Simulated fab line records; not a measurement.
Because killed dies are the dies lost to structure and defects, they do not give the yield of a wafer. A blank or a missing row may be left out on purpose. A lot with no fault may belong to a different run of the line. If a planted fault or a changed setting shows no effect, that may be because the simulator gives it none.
Commonality check across tools || flow sky130 || 12 lots and 34 wafers in the sample

WHY IT WAS OPENED
At SKY_SD_N_RS_MEAS_16 the reading SD_N_RS is flagged on 2 of 12 lots. No-fault wafers: 68.54 ohm/sq, standard deviation 0.13.
Rule: a lot is flagged in two cases, either no wafer of it has a number, or all its wafers with numbers fall more than 4 standard deviations from that mean. All remaining lots are regarded as sound.

{"lot": "L587", "measured": "day 28 05:07", "on": "film metro-03", "SD_N_RS (ohm/sq), wafer by wafer": "68.68 68.53 68.54", "flag": ""}
{"lot": "L588", "measured": "day 28 09:25", "on": "film metro-03", "SD_N_RS (ohm/sq), wafer by wafer": "68.85 68.82 68.69", "flag": ""}
{"lot": "L589", "measured": "day 28 21:39", "on": "film metro-02", "SD_N_RS (ohm/sq), wafer by wafer": "68.50 68.33 68.39", "flag": ""}
{"lot": "L590", "measured": "day 29 14:25", "on": "film metro-02", "SD_N_RS (ohm/sq), wafer by wafer": "68.54 68.64 68.69", "flag": ""}
{"lot": "L595", "measured": "day 31 13:07", "on": "film metro-01", "SD_N_RS (ohm/sq), wafer by wafer": "68.52 68.36 68.52", "flag": ""}
{"lot": "L596", "measured": "day 31 19:36", "on": "film metro-02", "SD_N_RS (ohm/sq), wafer by wafer": "68.58 68.41 68.68", "flag": ""}
{"lot": "L597", "measured": "day 31 19:55", "on": "film metro-01", "SD_N_RS (ohm/sq), wafer by wafer": "68.28 68.49 68.30", "flag": ""}
{"lot": "L598", "measured": "day 32 11:07", "on": "film metro-01", "SD_N_RS (ohm/sq), wafer by wafer": "68.35 68.50 68.52", "flag": ""}
{"lot": "L604", "measured": "day 34 06:01", "on": "film metro-01", "SD_N_RS (ohm/sq), wafer by wafer": "67.49 67.60", "flag": "FLAGGED"}
{"lot": "L606", "measured": "day 34 15:34", "on": "film metro-02", "SD_N_RS (ohm/sq), wafer by wafer": "67.62 67.69", "flag": "FLAGGED"}
{"lot": "L607", "measured": "day 35 00:08", "on": "film metro-01", "SD_N_RS (ohm/sq), wafer by wafer": "68.45 68.50 68.41", "flag": ""}
{"lot": "L609", "measured": "day 35 15:46", "on": "film metro-03", "SD_N_RS (ohm/sq), wafer by wafer": "68.78 68.90 68.71", "flag": ""}
The numbers of the flagged lots are 67.60 ohm/sq on average: -0.94 ohm/sq against the usual, or -7 standard deviations.

WHICH TOOL EACH LOT WENT THROUGH
Before the reading, the record contains 2 process steps out of a 708-step route. Every cell lists first the tool, next ch and the chambers used by the sampled wafers, and last the start.
{"lot": "L587", "flag": "", "SKY_LDD_HVP_STRIP_09": "plasma asher-03 ch 0,1, day 21 16:15", "SKY_SD_N_RTA_14": "rtp anneal-02 ch 0, day 28 04:56"}
{"lot": "L588", "flag": "", "SKY_LDD_HVP_STRIP_09": "plasma asher-03 ch 0,1, day 21 22:56", "SKY_SD_N_RTA_14": "rtp anneal-01 ch 0, day 28 09:12"}
{"lot": "L589", "flag": "", "SKY_LDD_HVP_STRIP_09": "plasma asher-03 ch 0,1, day 22 09:16", "SKY_SD_N_RTA_14": "rtp anneal-02 ch 0, day 28 21:29"}
{"lot": "L590", "flag": "", "SKY_LDD_HVP_STRIP_09": "plasma asher-01 ch 0,1, day 23 05:07", "SKY_SD_N_RTA_14": "rtp anneal-01 ch 0, day 29 14:14"}
{"lot": "L595", "flag": "", "SKY_LDD_HVP_STRIP_09": "plasma asher-01 ch 0,1, day 25 07:20", "SKY_SD_N_RTA_14": "rtp anneal-02 ch 0, day 31 12:56"}
{"lot": "L596", "flag": "", "SKY_LDD_HVP_STRIP_09": "plasma asher-03 ch 1, day 25 12:38", "SKY_SD_N_RTA_14": "rtp anneal-01 ch 0, day 31 19:26"}
{"lot": "L597", "flag": "", "SKY_LDD_HVP_STRIP_09": "plasma asher-03 ch 0,1, day 25 15:08", "SKY_SD_N_RTA_14": "rtp anneal-02 ch 0, day 31 19:44"}
{"lot": "L598", "flag": "", "SKY_LDD_HVP_STRIP_09": "plasma asher-01 ch 0,1, day 26 05:46", "SKY_SD_N_RTA_14": "rtp anneal-01 ch 0, day 32 10:56"}
{"lot": "L604", "flag": "FLAGGED", "SKY_LDD_HVP_STRIP_09": "plasma asher-01 ch 1, day 28 07:50", "SKY_SD_N_RTA_14": "rtp anneal-01 ch 0, day 34 05:50"}
{"lot": "L606", "flag": "FLAGGED", "SKY_LDD_HVP_STRIP_09": "plasma asher-02 ch 0,1, day 28 16:02", "SKY_SD_N_RTA_14": "rtp anneal-01 ch 0, day 34 15:22"}
{"lot": "L607", "flag": "", "SKY_LDD_HVP_STRIP_09": "plasma asher-01 ch 0,1, day 29 02:35", "SKY_SD_N_RTA_14": "rtp anneal-02 ch 0, day 34 23:56"}
{"lot": "L609", "flag": "", "SKY_LDD_HVP_STRIP_09": "plasma asher-01 ch 0,1, day 29 18:02", "SKY_SD_N_RTA_14": "rtp anneal-02 ch 0, day 35 15:35"}
What the steps here do:
- SKY_LDD_HVP_STRIP_09: strips in O2/N2.
- SKY_SD_N_RTA_14: time 2 s.
- SKY_SD_N_RS_MEAS_16: measures by four-point-probe.

FLAGGED OVER TOTAL, TOOL BY TOOL (the gauges that took the reading come last)
{"step": "SKY_LDD_HVP_STRIP_09", "tool": "plasma asher-01", "lots run": 6, "flagged": 1, "share of the flagged lots": "some", "sound lots run after its first flagged lot": "2 (L607,L609)"}
{"step": "SKY_LDD_HVP_STRIP_09", "tool": "plasma asher-02", "lots run": 1, "flagged": 1, "share of the flagged lots": "some", "sound lots run after its first flagged lot": 0}
{"step": "SKY_LDD_HVP_STRIP_09", "tool": "plasma asher-03", "lots run": 5, "flagged": 0, "share of the flagged lots": "none", "sound lots run after its first flagged lot": "-"}
{"step": "SKY_SD_N_RTA_14", "tool": "rtp anneal-01", "lots run": 6, "flagged": 2, "share of the flagged lots": "all", "sound lots run after its first flagged lot": 0}
{"step": "SKY_SD_N_RTA_14", "tool": "rtp anneal-02", "lots run": 6, "flagged": 0, "share of the flagged lots": "none", "sound lots run after its first flagged lot": "-"}
{"step": "SKY_SD_N_RS_MEAS_16", "tool": "film metro-01", "lots run": 5, "flagged": 1, "share of the flagged lots": "some", "sound lots run after its first flagged lot": "1 (L607)"}
{"step": "SKY_SD_N_RS_MEAS_16", "tool": "film metro-02", "lots run": 4, "flagged": 1, "share of the flagged lots": "some", "sound lots run after its first flagged lot": 0}
{"step": "SKY_SD_N_RS_MEAS_16", "tool": "film metro-03", "lots run": 3, "flagged": 0, "share of the flagged lots": "none", "sound lots run after its first flagged lot": "-"}

WHAT THE TABLE PERMITS
In the table, 1 row covers all flagged lots: rtp anneal-01 at SKY_SD_N_RTA_14.
- rtp anneal-01 at SKY_SD_N_RTA_14 ran 6 lots, 2 of them flagged. A fault beginning between L598 (day 32 10:56), its last sound lot, and L604 (day 34 05:50), its first flagged one, fits the data. Its own readings lie more than 4 standard deviations out on every wafer of the flagged lots: wafer_temp_C_max.
Left over: one tool, rtp anneal-01 at SKY_SD_N_RTA_14.

WHAT HAD BEEN PUT IN BY THE SIMULATOR
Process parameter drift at SKY_SD_N_RTA_14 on rtp anneal-01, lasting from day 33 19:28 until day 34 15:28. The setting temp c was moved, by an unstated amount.
Shown lots that were struck: L604, L606. This agrees with what the rule above found.
